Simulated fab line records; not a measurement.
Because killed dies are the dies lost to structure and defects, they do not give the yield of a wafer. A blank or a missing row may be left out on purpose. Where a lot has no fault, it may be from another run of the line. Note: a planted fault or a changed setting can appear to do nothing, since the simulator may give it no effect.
Which of the tools did it? ; flow sky130 ; 6 lots, 17 wafers sampled, at 1 step of a route of 708

== WHAT THE GAUGES SHOWED, per wafer ==
SKY_FIELD_ISO_BOW_MEAS_00.
lot;measured;on;INCOMING_BOW (um)
L185;day 2 06:00;film metro-01;14 8 1
L187;day 2 16:00;film metro-04;5 5 -5
L189;day 3 02:00;film metro-04;7 -4 -1
L191;day 3 12:01;film metro-04;14 3 -8
L194;day 4 03:02;film metro-01;-1 -3
L203;day 6 00:02;film metro-01;-7 -7 1

== WHICH TOOL RAN EACH LOT (tool, then ch and the chambers of the sampled wafers, then the start) ==
The record holds no process step before these readings.

== THE ANSWER, worked out from the rows above alone ==
Rule: usual is defined by the lots themselves. Put in order of their means at a reading, lots are off if they are a third of the lots or fewer, leave a main group of 4 or more, and stand apart from it by a gap of 3 or more times the standard deviation of the main group's means; of several such gaps the widest counts. A main group is skipped when, at the precision printed for the reading in the tables above, its means are all equal. A lot without any number at a reading at which 4 lots or more have one is off too. The other lots that the step has rows for count as sound.
Across all readings shown, no lot is off: no conclusion can be drawn from this.

== WHAT HAD BEEN PUT IN BY THE SIMULATOR ==
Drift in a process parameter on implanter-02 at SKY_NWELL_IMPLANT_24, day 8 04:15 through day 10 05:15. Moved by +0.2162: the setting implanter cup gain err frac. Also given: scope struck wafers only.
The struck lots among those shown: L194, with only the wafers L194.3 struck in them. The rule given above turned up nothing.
